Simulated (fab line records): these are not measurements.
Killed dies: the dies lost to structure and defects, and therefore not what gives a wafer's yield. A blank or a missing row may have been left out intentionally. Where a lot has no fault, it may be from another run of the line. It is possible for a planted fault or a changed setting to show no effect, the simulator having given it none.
The same fault as seen by 2 desks / flow gf180mcu / what lay behind the numbers comes last; until then each desk has only its own

## FROM THE METROLOGY DESK
Lot by lot, what the gauges showed, no matter which tool ran the lot: averages of those sampled wafers that carry a number. The brackets show how far a lot's mean lies from the usual mean; more than 4 standard deviations puts the lot out of limits, marked OUT.
Columns: A = V2_BOW at GF_V2_BOW_MEAS_05, usual 98 um
lot=L176; first seen here=day 20 13:37; A=83
lot=L177; first seen here=day 21 01:32; A=112
lot=L178; first seen here=day 21 10:14; A=100
lot=L179; first seen here=day 21 17:12; A=86
lot=L180; first seen here=day 22 08:42; A=106
lot=L182; first seen here=day 23 02:56; A=99
lot=L188; first seen here=day 25 01:38; A=107
lot=L189; first seen here=day 25 09:52; A=101
lot=L193; first seen here=day 26 11:28; A=109
lot=L194; first seen here=day 26 20:44; A=98
lot=L195; first seen here=day 27 01:47; A=92
lot=L196; first seen here=day 27 09:55; A=104
Result from this desk: across the 12 lots, nothing is out of limits.

## THE TOOL OWNER'S DESK: plasma-asher-01
The tool's own readings at GF_M2_STRIP_17 (strips in O2/N2): means of the sampled wafers that have a number, for each lot that ran on this tool. The brackets show how far a lot's mean lies from the usual mean; more than 4 standard deviations puts the lot out of limits, marked OUT.
Columns: A = drypump-motor-current-A at GF_M2_STRIP_17, usual 6.32 A; B = heater-power-w at GF_M2_STRIP_17, usual 325 W; C = oes-product-au at GF_M2_STRIP_17, usual 0.557 a.u.; D = strip-time-to-endpoint-s at GF_M2_STRIP_17, usual 7.86 s
lot=L176; first seen here=day 20 12:24; A=6.68; B=305; C=0.561; D=7.87
lot=L178; first seen here=day 21 09:06; A=6.66; B=307; C=0.557; D=7.88
lot=L179; first seen here=day 21 16:05; A=6.60; B=304; C=0.558; D=7.86
lot=L188; first seen here=day 25 00:29; A=6.58; B=295; C=0.557; D=7.83
lot=L189; first seen here=day 25 08:46; A=6.65; B=302; C=0.558; D=7.85
Result from this desk: across the 5 lots, nothing is out of limits.

## BROUGHT TOGETHER
The metrology desk saw nothing out of limits.
The desk of the tool owner found nothing out of limits.

## WHAT THE SIMULATOR HAD PUT IN
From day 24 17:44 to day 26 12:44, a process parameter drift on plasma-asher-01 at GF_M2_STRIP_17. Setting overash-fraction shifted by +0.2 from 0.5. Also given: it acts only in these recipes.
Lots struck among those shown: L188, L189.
